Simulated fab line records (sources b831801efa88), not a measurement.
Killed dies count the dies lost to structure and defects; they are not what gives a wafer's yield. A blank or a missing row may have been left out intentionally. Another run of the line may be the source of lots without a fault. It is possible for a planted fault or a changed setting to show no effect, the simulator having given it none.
Chamber matching + flow gf180mcu + GF_V5_ETCH_16 on rie diel-03 has 4 sister chambers
The step etches BARC in N2/H2. 8 wafers are shown with their chamber, then 7 later ones without.

## WAFERS WITH THEIR CHAMBER
| wafer  | chamber | oes product au (a.u.) | throttle valve pct (%) |
|--------|---------|-----------------------|------------------------|
| L075.6 | 1       | 0.861                 | 13.227                 |
| L079.3 | 2       | 0.857                 | 13.204                 |
| L079.4 | 0       | 0.856                 | 13.224                 |
| L081.1 | 2       | 0.851                 | 13.235                 |
| L081.3 | 3       | 0.857                 | 13.231                 |
| L081.4 | 0       | 0.847                 | 13.226                 |
| L083.1 | 1       | 0.854                 | 13.235                 |
| L083.3 | 3       | 0.856                 | 13.238                 |

## WAFERS WITHOUT THEIR CHAMBER
| wafer  | oes product au (a.u.) | throttle valve pct (%) |
|--------|-----------------------|------------------------|
| L083.6 | 0.851                 | 13.227                 |
| L088.2 | 0.855                 | 13.217                 |
| L088.3 | 0.858                 | 13.228                 |
| L088.6 | 0.860                 | 13.234                 |
| L097.1 | 0.863                 | 13.236                 |
| L097.3 | 0.855                 | 13.225                 |
| L097.4 | 0.852                 | 13.221                 |

## WHICH CHAMBER EACH ONE RAN IN
| wafer  | from the rows above               | in truth |
|--------|-----------------------------------|----------|
| L083.6 | can't be placed: 0 or 2 or 3 or 1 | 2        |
| L088.2 | can't be placed: 2 or 0 or 1 or 3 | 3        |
| L088.3 | can't be placed: 1 or 3 or 2 or 0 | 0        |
| L088.6 | can't be placed: 1 or 3 or 2 or 0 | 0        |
| L097.1 | can't be placed: 1 or 3 or 2 or 0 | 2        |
| L097.3 | can't be placed: 2 or 1 or 0 or 3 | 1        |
| L097.4 | can't be placed: 0 or 2 or 1 or 3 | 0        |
Correct placement for 0 of the 7. Not placeable from these rows: 7 (in 7, the candidates include the true chamber). Wrongly placed: 0.
How it was worked out, from the rows above alone: a wafer's distance from a chamber is the root of the sum, over the readings, of the square of ((its reading less the chamber's mean) divided by the reading's scatter). If the next closest chamber is less than 2 further off than the closest, the wafer can't be placed; otherwise it belongs to the closest. The mean given for a chamber averages the wafers shown for that chamber. How the scatter is found: for the shown wafers, subtract from each reading the mean of its chamber, square and add these, divide the total by (wafers less chambers), then take the root.
